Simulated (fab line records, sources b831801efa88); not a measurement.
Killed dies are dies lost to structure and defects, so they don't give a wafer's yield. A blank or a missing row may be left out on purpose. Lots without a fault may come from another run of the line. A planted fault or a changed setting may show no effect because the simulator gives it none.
Which tool did it? | flow gf180mcu | 10 lots, 30 wafers sampled, at 5 steps of a route of 602

WHAT THE GAUGES READ, wafer by wafer
GF_M4_RS_MEAS_05: measures by four-point-probe.
lot  | measured     | on            | M4_ALCU_RS (ohm/sq)
L468 | day 23 20:19 | film_metro-04 | 0.0686 0.0690 0.0694
L469 | day 24 06:40 | film_metro-03 | 0.0693 0.0699 0.0689
L470 | day 24 14:16 | film_metro-04 | 0.0695 0.0693 0.0693
L477 | day 26 19:55 | film_metro-04 | 0.0763 0.0757 0.0748
L479 | day 27 09:34 | film_metro-04 | 0.0750 0.0755 0.0746
L482 | day 28 10:17 | film_metro-03 | 0.0695 0.0695 0.0707
L483 | day 28 19:56 | film_metro-04 | 0.0696 0.0692 0.0698
L484 | day 29 05:49 | film_metro-04 | 0.0699 0.0694 0.0698
L485 | day 29 08:43 | film_metro-04 | 0.0695 0.0708 0.0701
L488 | day 30 06:56 | film_metro-03 | 0.0685 0.0699 0.0704

WHICH TOOL RAN EACH LOT (tool, then ch and the chambers of the sampled wafers, then the start)
lot  | GF_V3_CVD_02                    | GF_M4_SPUTTER_00             | GF_M4_SPUTTER_01             | GF_M4_SPUTTER_02
L468 | pecvd-01 ch 0,2, day 22 18:38   | pvd_sputter-03, day 23 20:02 | pvd_sputter-03, day 23 20:08 | pvd_sputter-03, day 23 20:10
L469 | pecvd-04 ch 0,1,2, day 23 04:58 | pvd_sputter-03, day 24 06:25 | pvd_sputter-03, day 24 06:31 | pvd_sputter-03, day 24 06:33
L470 | pecvd-02 ch 0,1,2, day 23 13:29 | pvd_sputter-03, day 24 14:02 | pvd_sputter-03, day 24 14:08 | pvd_sputter-03, day 24 14:10
L477 | pecvd-04 ch 1,2, day 25 20:22   | pvd_sputter-03, day 26 19:42 | pvd_sputter-03, day 26 19:48 | pvd_sputter-03, day 26 19:50
L479 | pecvd-02 ch 0,1, day 26 11:01   | pvd_sputter-03, day 27 09:20 | pvd_sputter-03, day 27 09:26 | pvd_sputter-03, day 27 09:28
L482 | pecvd-04 ch 0,1, day 27 11:47   | pvd_sputter-01, day 28 10:03 | pvd_sputter-01, day 28 10:09 | pvd_sputter-01, day 28 10:11
L483 | pecvd-01 ch 0,1, day 27 21:32   | pvd_sputter-04, day 28 19:41 | pvd_sputter-04, day 28 19:47 | pvd_sputter-04, day 28 19:49
L484 | pecvd-01 ch 1,2, day 28 07:50   | pvd_sputter-04, day 29 05:36 | pvd_sputter-04, day 29 05:42 | pvd_sputter-04, day 29 05:44
L485 | pecvd-01 ch 0,1, day 28 10:25   | pvd_sputter-01, day 29 08:29 | pvd_sputter-01, day 29 08:35 | pvd_sputter-01, day 29 08:37
L488 | pecvd-01 ch 1,2, day 29 09:37   | pvd_sputter-01, day 30 06:42 | pvd_sputter-01, day 30 06:48 | pvd_sputter-01, day 30 06:50
- GF_V3_CVD_02: deposits SiO2 from TEOS, target thk 850 nm, time 94.851 s.
- GF_M4_SPUTTER_00: material Ti, target thk 37.5 nm, time 150 s.
- GF_M4_SPUTTER_01: material TiN, target thk 30 nm, time 25 s.
- GF_M4_SPUTTER_02: material AlCu, target thk 450 nm, time 23.9 s.

THE ANSWER, worked out from the rows above alone
Rule: what is usual is taken from the lots themselves. Put in order of their means at a reading, lots are off if they are a third of the lots or fewer, leave a main group of 4 or more, and stand apart from it by a gap of 3 or more times the standard deviation of the main group's means; of several such gaps the widest counts. A main group whose means are all the same, to the digits that the tables above print for the reading, isn't used. A lot without any number at a reading at which 4 lots or more have one is off too. The other lots that the step has rows for count as sound.
Off: L477, L479, at GF_M4_RS_MEAS_05 (M4_ALCU_RS). The main group: mean 0.0696 ohm/sq, standard deviation 0.00033.
A tool fits if, at a process step before that reading, it ran every lot that is off, and no sound lot after the first of them. The gauges at GF_M4_RS_MEAS_05 are tried like those tools. One fits: pvd_sputter-03 at GF_M4_SPUTTER_00 and GF_M4_SPUTTER_01 and GF_M4_SPUTTER_02. At GF_M4_SPUTTER_00 its last sound lot is L470 (day 24 14:02), its first lot that is off L477 (day 26 19:42): a fault that began between those two fits.

WHAT THE SIMULATOR HAD PUT IN
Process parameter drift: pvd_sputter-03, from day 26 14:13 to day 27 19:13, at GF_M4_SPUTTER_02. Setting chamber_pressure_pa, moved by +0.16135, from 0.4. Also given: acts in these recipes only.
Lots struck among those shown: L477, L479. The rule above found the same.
